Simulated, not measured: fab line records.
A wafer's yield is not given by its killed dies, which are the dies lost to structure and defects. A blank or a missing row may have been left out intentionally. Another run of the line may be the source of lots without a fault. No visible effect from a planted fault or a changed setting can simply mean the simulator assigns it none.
Which tool did it? | flow gf180mcu | 13 lots with 39 wafers sampled at 6 steps, on a route of 602 steps

== WHAT THE GAUGES SHOWED, per wafer ==
GF_HV_LDD_CD_MEAS_31: the cd target is 400 nm.
lot  | measured     | on        | cd nm (nm)
L909 | day 12 03:27 | cd sem-02 | 405.4 401.2 402.6
L911 | day 12 21:54 | cd sem-01 | 401.7 399.6 402.0
L912 | day 13 04:32 | cd sem-02 | 397.7 399.4 398.7
L913 | day 13 09:49 | cd sem-01 | 399.9 398.3 398.0
L914 | day 13 17:27 | cd sem-02 | 397.4 396.7 399.1
L917 | day 14 22:20 | cd sem-02 | 399.3 402.0 398.8
L918 | day 15 07:41 | cd sem-01 | 403.8 403.0 403.6
L919 | day 16 05:54 | cd sem-01 | 401.1 402.6 400.3
L921 | day 16 12:43 | cd sem-01 | 398.4 400.5 398.6
L920 | day 16 15:36 | cd sem-02 | 402.7 404.3 402.3
L927 | day 18 03:48 | cd sem-02 | 402.5 400.4 400.6
L929 | day 19 02:46 | cd sem-01 | 397.5 398.1 399.7
L930 | day 19 08:38 | cd sem-01 | 403.0 401.0 400.7

GF_NSD_CD_MEAS_07: the cd target is 400 nm.
lot  | measured     | on        | cd nm (nm)
L909 | day 13 23:45 | cd sem-01 | 400.5 401.0 402.1
L911 | day 14 18:33 | cd sem-02 | 399.2 398.4 399.6
L912 | day 15 01:47 | cd sem-02 | 397.3 400.3 401.8
L913 | day 15 07:49 | cd sem-01 | 398.0 397.8 398.4
L914 | day 15 16:18 | cd sem-01 | 400.4 400.0 399.3
L917 | day 16 23:50 | cd sem-02 | 400.4 399.3 398.3
L918 | day 17 08:14 | cd sem-02 | 400.0 400.3 399.9
L919 | day 18 09:30 | cd sem-02 | 398.2 397.0 397.0
L921 | day 18 16:58 | cd sem-02 | 399.4 400.4 400.1
L920 | day 18 19:44 | cd sem-02 | 402.0 400.3 400.4
L927 | day 20 09:38 | cd sem-01 | 404.9 402.9 404.4
L929 | day 21 06:11 | cd sem-01 | 398.4 399.0 399.8
L930 | day 21 12:41 | cd sem-01 | 396.2 398.2 396.7

GF_NSD_OVL_MEAS_08.
lot  | measured     | on         | NSD_OVL (nm)
L909 | day 13 23:52 | overlay-01 | 2.0 1.0 2.7
L911 | day 14 18:40 | overlay-01 | 2.2 1.0 2.0
L912 | day 15 01:55 | overlay-02 | 3.3 3.5 1.3
L913 | day 15 07:56 | overlay-01 | 3.5 4.8 3.8
L914 | day 15 16:25 | overlay-01 | 1.9 -2.5 -0.7
L917 | day 16 23:58 | overlay-02 | 1.0 -0.4 -1.0
L918 | day 17 08:22 | overlay-01 | 5.0 0.7 0.3
L919 | day 18 09:37 | overlay-02 | 1.0 -0.7 0.0
L921 | day 18 17:05 | overlay-01 | -0.8 2.3 2.0
L920 | day 18 19:52 | overlay-01 | 1.9 -1.2 3.3
L927 | day 20 09:46 | overlay-02 | 2.0 0.8 1.4
L929 | day 21 06:16 | overlay-02 | 3.2 1.4 2.7
L930 | day 21 12:49 | overlay-01 | 0.7 1.6 1.6

GF_PSD_RS_MEAS_14: the measuring method here is four-point-probe.
lot  | measured     | on            | NSD_RS (ohm/sq)
L909 | day 14 21:35 | film metro-04 | 46.53 46.37 46.57
L911 | day 15 17:13 | film metro-04 | 46.46 46.48 46.49
L912 | day 15 23:32 | film metro-04 | 46.69 46.65 46.62
L913 | day 16 06:24 | film metro-04 | 46.50 46.41 46.41
L914 | day 16 15:47 | film metro-03 | 46.48 46.48 46.47
L917 | day 18 00:24 | film metro-04 | 46.61 46.69 46.58
L918 | day 18 09:06 | film metro-01 | 44.03 44.14 43.98
L919 | day 19 10:55 | film metro-04 | 43.97 44.11 44.06
L921 | day 19 18:49 | film metro-03 | 43.97 44.04 44.14
L920 | day 19 20:48 | film metro-03 | 46.42 46.58 46.54
L927 | day 21 11:08 | film metro-01 | 46.57 46.53 46.57
L929 | day 22 07:25 | film metro-01 | 46.56 46.53 46.66
L930 | day 22 12:24 | film metro-04 | 46.61 46.68 46.69

GF_PSD_RS_MEAS_15: the measuring method here is four-point-probe.
lot  | measured     | on            | PSD_RS (ohm/sq)
L909 | day 14 21:43 | film metro-04 | 108.35 108.26 108.30
L911 | day 15 17:20 | film metro-04 | 108.13 108.24 108.25
L912 | day 15 23:40 | film metro-04 | 108.91 108.66 109.11
L913 | day 16 06:31 | film metro-04 | 108.34 108.58 108.35
L914 | day 16 15:55 | film metro-03 | 108.33 108.88 108.46
L917 | day 18 00:31 | film metro-04 | 108.81 108.84 108.90
L918 | day 18 09:13 | film metro-01 | 103.36 103.24 103.32
L919 | day 19 11:02 | film metro-04 | 103.50 103.33 103.36
L921 | day 19 18:56 | film metro-03 | 103.51 103.14 103.29
L920 | day 19 20:55 | film metro-03 | 108.92 109.08 108.50
L927 | day 21 11:15 | film metro-01 | 108.71 108.95 108.95
L929 | day 22 07:32 | film metro-01 | 108.83 108.62 108.94
L930 | day 22 12:31 | film metro-04 | 108.82 108.97 108.94

== WHAT TOOL EACH LOT RAN ON (gives the tool, then ch and the chambers of the sampled wafers, and finally the start) ==
lot  | GF_PSD_RTA_13
L909 | rtp anneal-02 ch 0, day 14 21:31
L911 | rtp anneal-01 ch 0, day 15 17:07
L912 | rtp anneal-02 ch 0, day 15 23:28
L913 | rtp anneal-02 ch 0, day 16 06:19
L914 | rtp anneal-02 ch 0, day 16 15:43
L917 | rtp anneal-02 ch 0, day 18 00:19
L918 | rtp anneal-02 ch 0, day 18 09:01
L919 | rtp anneal-02 ch 0, day 19 10:45
L921 | rtp anneal-02 ch 0, day 19 18:39
L920 | rtp anneal-01 ch 0, day 19 20:43
L927 | rtp anneal-01 ch 0, day 21 11:03
L929 | rtp anneal-02 ch 0, day 22 07:19
L930 | rtp anneal-02 ch 0, day 22 12:19
- GF_PSD_RTA_13: time 20 s.

== WHAT THE TOOLS THEMSELVES READ (means of the sampled wafers that have a number; where no wafer has one, the mark that the record gives instead) ==
GF_PSD_RTA_13.
lot  | tool          | lamp power pct (%) | run length s (s) | wafer_temp_C_max
L909 | rtp anneal-02 | 37.8               | 48.6             | 1030.3
L911 | rtp anneal-01 | 34.9               | 48.6             | 1028.6
L912 | rtp anneal-02 | 37.8               | 48.6             | 1028.9
L913 | rtp anneal-02 | 37.9               | 48.5             | 1029.4
L914 | rtp anneal-02 | 37.8               | 48.6             | 1029.8
L917 | rtp anneal-02 | 37.8               | 48.5             | 1029.4
L918 | rtp anneal-02 | 37.8               | 60.4             | 1029.2
L919 | rtp anneal-02 | 37.8               | 62.7             | 1030.4
L921 | rtp anneal-02 | 37.8               | 62.5             | 1029.2
L920 | rtp anneal-01 | 34.9               | 48.6             | 1028.5
L927 | rtp anneal-01 | 34.9               | 48.7             | 1028.7
L929 | rtp anneal-02 | 37.8               | 48.6             | 1029.7
L930 | rtp anneal-02 | 37.8               | 48.8             | 1028.9

== THE ANSWER, worked out from the rows above alone ==
Rule: usual is defined by the lots themselves. The widest of any qualifying gaps counts: lots, ordered by their means at a reading, are off when they make up no more than a third of the lots, leave a main group of 4 or more, and stand apart from it by 3 or more times the standard deviation of that group's means. A main group is skipped when, at the precision printed for the reading in the tables above, its means are all equal. Also off: a lot with no number at a reading for which 4 or more lots have one. Where the step has rows for the other lots, those lots are counted as sound. First the gauges in route order, then the tools' own readings, where a lot's mean is used as printed above. At the first step where some lot is off, the reading lying furthest off is the one used; lots without a number count as furthest.
Off: L918, L919, L921, at GF_PSD_RS_MEAS_14 (NSD_RS). The main group has a mean of 46.55 ohm/sq with a standard deviation of 0.076.
If a tool, at a process step before that reading, ran all the lots that are off and no sound lot after the first of them, it fits. The gauges at GF_PSD_RS_MEAS_14 aren't tried: what is off there is off at GF_PSD_RTA_13 too, on other tools, and a gauge's error can't cause that. Not one of the candidates tried fits.

== WHAT THE SIMULATOR HAD PUT IN ==
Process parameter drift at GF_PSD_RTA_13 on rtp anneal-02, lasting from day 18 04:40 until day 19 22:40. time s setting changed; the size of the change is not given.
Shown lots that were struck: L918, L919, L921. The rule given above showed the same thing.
